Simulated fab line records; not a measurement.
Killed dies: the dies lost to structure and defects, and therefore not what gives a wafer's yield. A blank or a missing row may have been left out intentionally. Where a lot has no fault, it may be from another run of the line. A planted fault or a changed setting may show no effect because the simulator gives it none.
2 desks, one fault ; flow gf180mcu ; only its own numbers are on each desk; what lay behind them is given at the end

== TOOL OWNER'S DESK, iline stepper-02 ==
The tool's own readings at GF_TOP_METAL_EXPOSE_11 (exposes mask MetalTop, target cd 440 nm): means of the sampled wafers that have a number, for each lot that ran on this tool. The brackets show how far a lot's mean lies from the usual mean; more than 4 standard deviations puts the lot out of limits, marked OUT.
Columns: A = exposure dose mJ cm2 at GF_TOP_METAL_EXPOSE_11, usual 170.02
lot;first seen here;A
L114;day 29 08:02;169.78
L115;day 29 12:04;169.98
L116;day 29 20:35;170.26
L125;day 32 08:55;160.40 (-53) OUT
L127;day 32 20:11;162.28 (-43) OUT
Finding of this desk: L125, L127 out of limits; the first was L125 at day 32 08:55, on exposure dose mJ cm2 at GF_TOP_METAL_EXPOSE_11. L114, L115, L116: within limits.

== AT THE METROLOGY DESK ==
Lot by lot, what the gauges showed, no matter which tool ran the lot: averages of those sampled wafers that carry a number. The brackets show how far a lot's mean lies from the usual mean; more than 4 standard deviations puts the lot out of limits, marked OUT.
Columns: A = cd nm at GF_M5_CD_MEAS_07, usual 279.8 nm; B = cd nm at GF_TOP_METAL_CD_MEAS_14, usual 439.8 nm; C = PASSIVATION_BOW at GF_PASSIVATION_BOW_MEAS_14, usual 137 um
lot;first seen here;A;B;C
L110;day 26 08:11;278.5;439.9;149
L111;day 26 16:51;280.9;439.3;129
L114;day 27 22:44;281.2;442.6;126
L115;day 28 03:49;279.4;441.3;140
L116;day 28 11:47;278.9;438.0;140
L117;day 28 17:16;279.4;438.7;125
L126;day 31 01:46;280.5;440.3;129
L125;day 31 02:44;280.7;455.5 (+6.8) OUT;146
L127;day 31 16:08;279.5;454.2 (+6.3) OUT;134
L129;day 32 09:13;279.6;434.1;141
L130;day 32 11:31;278.7;435.9;135
L133;day 33 05:19;280.0;438.5;130
Finding of this desk: L125, L127 out of limits; the first was L125 at day 32 15:49, on cd nm at GF_TOP_METAL_CD_MEAS_14. L110, L111, L114, L115, L116, L117, L126, L129, L130, L133: within limits.

== PUT TOGETHER ==
On L125, L127, at day 32 08:55, an alarm was possible from the tool owner's desk.
On L125, L127, the metrology desk was in a position to raise an alarm at day 32 15:49.
The lots listed all ran GF_TOP_METAL_EXPOSE_11 on iline stepper-02.

== WHAT THE SIMULATOR PUT IN ==
Drift in process parameters on iline stepper-02 at GF_TOP_METAL_EXPOSE_11, starting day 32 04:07. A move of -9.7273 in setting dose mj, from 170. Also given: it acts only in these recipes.
Struck lots among those shown: L125, L127.
Hours from the fault's start to each desk's first reading out of limits: the tool owner's desk, 5; the metrology desk, 12.
